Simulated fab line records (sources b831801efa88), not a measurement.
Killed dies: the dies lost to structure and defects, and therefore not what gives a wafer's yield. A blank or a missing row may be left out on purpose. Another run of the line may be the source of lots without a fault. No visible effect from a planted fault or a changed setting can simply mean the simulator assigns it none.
A lot that was struck, set against a sound lot	flow sky130	16 steps out of a route of 708
Sound: the wafers L502.1, L502.3, L502.6. Struck: wafers L504.1, L504.2, L504.3. The cause comes at the end.
For every step that has rows: the tool of each side, followed by ch and its chambers, followed by its first start. Under that, the readings that differ: sound wafers	struck wafers	difference of the means	sigmas: that difference in standard deviations of wafers without a fault.
alike: a reading whose means differ by less than 2 such deviations, as well as words and numbers matching on both sides. not compared: withheld readings; readings where some wafer has no value; bounds like >300 that might hide an equal value; numbers whose values overlap and for which the record gives no deviation.
The two part at a step that has a row with sigmas, a row that says differs or no value, or rows on one side only. Numbers that don't overlap but have no deviation are shown without sigmas and don't part them. A reading missing from all wafers of one side parts the sides only when that side holds two or more wafers.

SKY_LDD_HVN_OVL_MEAS_07:
  sound: overlay-01 at day 21 18:55; struck: overlay-01 at day 22 09:26
  alike: LDD_HVN_OVL
following that, these wafers have no rows for 1 step: SKY_LDD_HVN_IMPLANT_08.
SKY_LDD_HVN_STRIP_09: strips in O2/N2.
  sound on plasma_asher-03 ch 0,1, day 21 19:07; struck on plasma_asher-03 ch 0,1, day 22 09:37
  alike: drypump_motor_current_A, oes_product_au, strip_time_to_endpoint_s
  not compared: rf_hours_counter_h
SKY_LDD_HVN_TW_MEAS_10:
  sound: film_metro-02 at day 21 19:13; struck: film_metro-02 at day 22 09:43
  alike: LDD_HVN_TW
then, 7 steps without rows for these wafers: SKY_LDD_HVP_DEHYDRATE_00 (time 60 s); SKY_LDD_HVP_HMDS_01 (prime time 60 s); SKY_LDD_HVP_COAT_02 (resist thk 300 nm); SKY_LDD_HVP_SOFTBAKE_03 (time 60 s); SKY_LDD_HVP_EXPOSE_04 (exposes mask HVPTM, target cd 700 nm); SKY_LDD_HVP_PEB_05; SKY_LDD_HVP_DEVELOP_06 (develop time 60 s).
SKY_LDD_HVP_OVL_MEAS_07:
  sound: overlay-01 at day 23 01:16; struck: overlay-02 at day 23 14:52
  alike: LDD_HVP_OVL
SKY_LDD_HVP_IMPLANT_08:
  sound on implanter-04 ch 0, day 23 01:18; struck on implanter-04 ch 0, day 23 14:53
reading	sound	struck	difference	sigmas
dose_ions_cm2	1.7005e+13 1.6975e+13 1.6973e+13	6.1574e+13 6.156e+13 6.1578e+13	+4.4586e+13	+99 or more
faraday_current_uA	93.4 96.7 97.9	349.5 351.2 340.2	+251.0	+99 or more
  alike: beam_on_s
SKY_LDD_HVP_STRIP_09: strips in O2/N2.
  sound on plasma_asher-01 ch 0,1, day 23 01:27; struck on plasma_asher-02 ch 0,1, day 23 15:02
  alike: drypump_motor_current_A, oes_product_au, strip_time_to_endpoint_s
  not compared: rf_hours_counter_h
SKY_LDD_HVP_TW_MEAS_10:
  sound: film_metro-01 at day 23 01:33; struck: film_metro-03 at day 23 15:22
reading	sound	struck	difference	sigmas
LDD_HVP_TW	461.0 461.8 458.0	692.6 694.6 691.6	+232.7	+83
  not compared: hold
following that, these wafers have no rows for 1 step: SKY_PAD_OPEN_PROBE_99.

WHERE THEY PART
Last at SKY_LDD_HVP_TW_MEAS_10 as far as this record goes, first at SKY_LDD_HVP_IMPLANT_08.

WHY: the cause the simulator had injected
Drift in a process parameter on implanter-04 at SKY_LDD_HVP_IMPLANT_08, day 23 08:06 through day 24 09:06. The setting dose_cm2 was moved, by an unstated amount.
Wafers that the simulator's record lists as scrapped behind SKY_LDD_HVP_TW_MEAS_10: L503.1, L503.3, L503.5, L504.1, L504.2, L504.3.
